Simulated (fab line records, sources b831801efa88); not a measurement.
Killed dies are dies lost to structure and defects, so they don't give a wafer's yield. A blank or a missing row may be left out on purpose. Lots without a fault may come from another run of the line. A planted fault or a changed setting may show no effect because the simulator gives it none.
Chamber matching | flow sky130 | SKY_VIA3_CMP_24 on cmp-01: 4 sister chambers
The step polishes, stops on SiO2, t overpolish 20 s, target thk 0 nm. 30 wafers are shown with their chamber, then 12 later ones without.

WAFERS WITH THEIR CHAMBER
wafer  | chamber | motor_current_A (A) | time_to_endpoint_s (s) | overpolish_run_s (s)
L075.2 | 1       | 12.6                | 92                     | 19.994
L075.3 | 0       | 10.9                | 89                     | 20.010
L075.6 | 1       | 11.9                | 93                     | 20.011
L075.1 | 2       | 14.9                | 88                     | 20.002
L075.4 | 3       | 8.6                 | 92                     | 20.000
L075.5 | 2       | 14.4                | 86                     | 19.999
L085.1 | 0       | 11.0                | 86                     | 20.009
L085.2 | 2       | 14.4                | 85                     | 19.999
L085.5 | 2       | 14.7                | 87                     | 19.993
L085.3 | 3       | 8.9                 | 88                     | 20.012
L085.4 | 1       | 11.8                | 93                     | 20.002
L085.6 | 3       | 8.6                 | 89                     | 20.002
L084.1 | 1       | 12.2                | 97                     | 19.999
L084.2 | 2       | 14.6                | 88                     | 19.998
L084.5 | 1       | 12.9                | 95                     | 19.987
L084.3 | 0       | 11.0                | 89                     | 20.002
L084.4 | 3       | 8.6                 | 90                     | 19.999
L084.6 | 2       | 14.2                | 85                     | 19.993
L086.1 | 3       | 8.7                 | 89                     | 19.980
L086.2 | 2       | 13.8                | 86                     | 20.008
L086.6 | 2       | 14.4                | 85                     | 20.013
L089.1 | 2       | 14.9                | 87                     | 20.009
L089.3 | 0       | 10.1                | 83                     | 19.996
L089.4 | 1       | 12.2                | 96                     | 19.998
L091.1 | 0       | 11.2                | 97                     | 20.003
L091.4 | 3       | 8.3                 | 101                    | 19.996
L091.6 | 2       | 13.8                | 95                     | 19.990
L092.1 | 2       | 14.4                | 93                     | 20.005
L092.2 | 3       | 9.0                 | 98                     | 20.001
L092.6 | 0       | 10.7                | 95                     | 20.010

SIGNATURES (means of the wafers above)
reading            | chamber 0 | chamber 1 | chamber 2 | chamber 3 | scatter within a chamber
motor_current_A    | 10.817    | 12.267    | 14.409    | 8.671     | 0.358
time_to_endpoint_s | 89.83     | 94.33     | 87.73     | 92.43     | 4.04
overpolish_run_s   | 20.00500  | 19.99850  | 20.00082  | 19.99857  | 0.00778
Rule: a wafer's distance from a chamber is the root of the sum, over the readings, of the square of ((its reading less the chamber's mean) divided by the reading's scatter). The wafer belongs to the nearest chamber; if the next one is less than 2 further off, it can't be placed. The scatter: the root of (the sum of the squares of (reading less its chamber's mean) over the shown wafers, divided by (wafers less chambers)).

WAFERS WITHOUT THEIR CHAMBER
wafer  | motor_current_A (A) | time_to_endpoint_s (s) | overpolish_run_s (s)
L094.2 | 12.3                | 104                    | 19.994
L094.4 | 9.0                 | 95                     | 19.993
L094.6 | 12.1                | 103                    | 20.007
L096.1 | 8.9                 | 95                     | 20.000
L096.2 | 11.0                | 98                     | 19.994
L096.5 | 10.9                | 95                     | 20.013
L095.4 | 10.9                | 94                     | 19.985
L095.5 | 14.6                | 94                     | 19.998
L095.6 | 8.7                 | 95                     | 19.995
L097.2 | 12.4                | 100                    | 20.004
L097.4 | 11.2                | 93                     | 19.996
L097.5 | 14.7                | 94                     | 20.000

WHICH CHAMBER EACH WENT THROUGH
wafer  | from the rows above     | in truth
L094.2 | 1                       | 1
L094.4 | 3                       | 3
L094.6 | 1                       | 1
L096.1 | 3                       | 3
L096.2 | can't be placed: 0 or 1 | 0
L096.5 | 0                       | 0
L095.4 | can't be placed: 0 or 1 | 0
L095.5 | 2                       | 2
L095.6 | 3                       | 3
L097.2 | 1                       | 1
L097.4 | can't be placed: 0 or 1 | 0
L097.5 | 2                       | 2
Placed correctly: 9 of 12. Can't be placed from these rows: 3 (the true chamber is among the candidates in 3). Placed wrongly: 0.
